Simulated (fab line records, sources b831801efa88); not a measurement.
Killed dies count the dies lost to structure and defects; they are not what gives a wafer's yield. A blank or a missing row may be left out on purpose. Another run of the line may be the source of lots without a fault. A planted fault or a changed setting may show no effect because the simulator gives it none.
The same fault as seen by 2 desks / flow sfq-line / each desk has only its own numbers; what lay behind them comes last

THE METROLOGY DESK
Lot by lot, what the gauges showed, no matter which tool ran the lot: averages of those sampled wafers that carry a number. The brackets show how far a lot's mean lies from the usual mean; more than 4 standard deviations puts the lot out of limits, marked OUT.
Columns: A = I3_OVL at SFQ_I3_OVL_MEAS_923, usual 0 nm; B = M4_NB_RS at SFQ_M4_RS_MEAS_924, usual 0.892 ohm/sq; C = M4_OVL at SFQ_M4_OVL_MEAS_926, usual 3 nm
lot=L387; first seen here=day 34 06:15; A=1; B=0.889; C=10
lot=L388; first seen here=day 35 01:34; A=-3; B=0.889; C=4
lot=L400; first seen here=day 41 21:31; A=-3; B=0.891; C=6
lot=L403; first seen here=day 42 20:07; A=4; B=0.892; C=2
lot=L404; first seen here=day 43 06:55; A=-2; B=0.896; C=7
lot=L408; first seen here=day 44 09:26; A=2; B=0.891; C=4
This desk's verdict: no lot among the 6 shows anything out of limits.

FOR THE TOOL OWNER'S DESK: litho-track-01
The tool's own readings at SFQ_TRILAYER_M4_LITHO_COAT_098 (resist thk 62 nm): means of the sampled wafers that have a number, for each lot that ran on this tool. The brackets show how far a lot's mean lies from the usual mean; more than 4 standard deviations puts the lot out of limits, marked OUT.
Columns: A = spin-speed-rpm at SFQ_TRILAYER_M4_LITHO_COAT_098, usual 3000.1 rpm
lot=L388; first seen here=day 35 02:51; A=3000.9
lot=L400; first seen here=day 41 22:50; A=2946.4 (-27) OUT
lot=L403; first seen here=day 42 21:59; A=2946.9 (-27) OUT
This desk's verdict: out of limits on L400, L403, starting with L400 at day 41 22:50 (spin-speed-rpm at SFQ_TRILAYER_M4_LITHO_COAT_098). Within limits: L388.

TAKEN TOGETHER
An alarm could have come from the tool owner's desk at day 41 22:50, on L400, L403.
From the metrology desk's view, nothing was out of limits.
The metrology desk holds a record of L400, L403, inside its limits.
Every lot named ran SFQ_TRILAYER_M4_LITHO_COAT_098 on litho-track-01.

WHAT THE SIMULATOR HAD PUT IN
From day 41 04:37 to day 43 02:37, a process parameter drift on litho-track-01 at SFQ_TRILAYER_M4_LITHO_COAT_098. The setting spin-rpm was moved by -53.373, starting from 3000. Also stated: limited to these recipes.
Struck lots among those shown: L400, L403.
Delay in hours, fault start to first out-of-limits reading, by desk: the tool owner's desk at 18.
